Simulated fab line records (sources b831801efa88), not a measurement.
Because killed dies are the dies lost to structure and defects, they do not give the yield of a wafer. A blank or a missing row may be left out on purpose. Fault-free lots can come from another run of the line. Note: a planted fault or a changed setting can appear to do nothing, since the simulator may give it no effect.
A lot that was struck, set against a sound lot -- flow sky130 -- 35 steps out of a route of 708
Sound: these wafers, L237.4, L237.5, L237.6. Wafers struck: L243.2, L243.3, L243.6. At the end, the cause is stated.
For every step that has rows: the tool of each side, followed by ch and its chambers, followed by its first start. Under that, the readings that differ: sound wafers -- struck wafers -- difference of the means -- sigmas: that difference in standard deviations of wafers without a fault.
alike: readings whose means differ by less than 2 such deviations, and words and numbers that are the same on both sides. not compared: withheld readings, readings that some wafer has no value for, bounds like >300 that may hide the same value, and numbers for which the record gives no deviation and whose values overlap.
Wherever a step has rows on one side only, a row that says differs or no value, or a row with sigmas, the two part there. When numbers do not overlap yet have no deviation, they are printed without sigmas and do not part them. A reading missing from all wafers of one side parts the sides only when that side holds two or more wafers.

first, 8 steps without rows for these wafers: SKY_CAP2M_SPUTTER_02 (material TiN, target thk 200 nm, time 166.7 s); SKY_CAP2M_DEHYDRATE_05 (time 60 s); SKY_CAP2M_HMDS_06 (prime time 60 s); SKY_CAP2M_COAT_07 (resist thk 1140 nm); SKY_CAP2M_SOFTBAKE_08 (time 60 s); SKY_CAP2M_EXPOSE_09 (exposes mask CAP2M, target cd 1000 nm); SKY_CAP2M_PEB_10; SKY_CAP2M_DEVELOP_11 (develop time 60 s).
SKY_CAP2M_METAL_ETCH_13: etches TiN in Cl2/BCl3, stops on SiO2, target depth 220 nm, time 62.9 s.
  sound on rie metal-03 ch 0,1, day 41 06:02; struck on rie metal-01 ch 0,1, day 43 20:39
  alike: drypump motor current A, oes product au, rf fwd power W, throttle valve pct
  not compared: rf hours counter h
then, 25 steps without rows for these wafers: SKY_CAP2M_STRIP_14 (strips in O2/N2); SKY_CAP2M_STRIP_15 (strips in post etch residue remover, time 1200 s); SKY_CAP2M_CLEAN_16 (cleans in IPA, time 180 s); SKY_CAP2M_CLEAN_17 (cleans in O3/DIW); SKY_METAL4_DEHYDRATE_05 (time 60 s); SKY_METAL4_HMDS_06 (prime time 60 s); SKY_METAL4_COAT_07 (resist thk 60 nm); SKY_METAL4_COAT_08 (resist thk 1140 nm); SKY_METAL4_SOFTBAKE_09 (time 90 s); SKY_METAL4_EXPOSE_10 (exposes mask MM4, target cd 300 nm); SKY_METAL4_PEB_11; SKY_METAL4_DEVELOP_12 (develop time 60 s); SKY_METAL4_DESCUM_15 (chemistry O2, time 8 s); SKY_METAL4_ETCH_16 (etches BARC in N2/H2, stops on SiO2, time 88.2 s, target depth 60 nm); SKY_METAL4_ETCH_17 (etches SiO2 in C4F8/O2/Ar, stops on TiN, time 3.9 s, target depth 15 nm); SKY_METAL4_METAL_ETCH_18 (etches the open film in Cl2/BCl3, stops on SiO2, target depth 845 nm, time 183.1 s); SKY_METAL4_STRIP_19 (strips in O2/N2); SKY_METAL4_STRIP_20 (strips in post etch residue remover, time 1200 s); SKY_METAL4_CLEAN_21 (cleans in IPA, time 180 s); SKY_METAL4_CLEAN_22 (cleans in O3/DIW); SKY_VIA4_HDPCVD_00 (deposits SiO2, target thk 1750 nm, time 291.7 s); SKY_VIA4_CMP_02 (polishes SiO2); SKY_VIA4_DEHYDRATE_04 (time 60 s); SKY_VIA4_HMDS_05 (prime time 60 s); SKY_VIA4_COAT_06 (resist thk 1140 nm).
-- the record jumps here: 4 days lie between the struck wafers' starts before and after (it left off in module VIA4 and takes up again in module PAD_OPEN, whose first step shown is number 708 of the route) --
SKY_PAD_OPEN_PROBE_99:
  sound on prober-01, day 46 04:48; struck on prober-02, day 48 01:55
reading,sound,struck,difference,sigmas
defect limited yield (%),84.1 85.4 82.7,76.6 78.0 70.9,-8.9,-5
killed at other,0 1 0,41 43 57,+47,+83
killed dies,78 72 85,115 108 143,+44,+5
killed on rim,15 15 16,23 33 23,+11,+3
sort_bin_3_pad_short (%),0.4 0.6 0.4,2.4 2.8 2.2,+2.0,+4
sort_bin_5_function (%),8.1 8.9 11.4,15.4 13.2 18.5,+6.2,+4
sort n pass,414 420 407,377 384 349,-44,-5
sort yield pct (%),84.1 85.4 82.7,76.6 78.0 70.9,-8.9,-5
model.etest.tester.sort n pass,414 420 407,377 384 349,-44,
model.etest.tester.sort yield pct (%),84.15 85.37 82.72,76.63 78.05 70.94,-8.87,
model.etest.tester.sort_bin_5_pct (%),8.13 8.943 11.38,15.45 13.21 18.5,+6.24,
model.etest.tester.sort_bin_3_pct (%),0.4065 0.6098 0.4065,2.439 2.846 2.236,+2.033,
  alike: killed_at_M0_to_M3, killed_at_M4_up, killed at contacts, killed at front end, killed open, killed short, sort_bin_6_memory

## WHERE THEY PART
SKY_PAD_OPEN_PROBE_99 only, going by this record.

WHY: what had been put in by the simulator
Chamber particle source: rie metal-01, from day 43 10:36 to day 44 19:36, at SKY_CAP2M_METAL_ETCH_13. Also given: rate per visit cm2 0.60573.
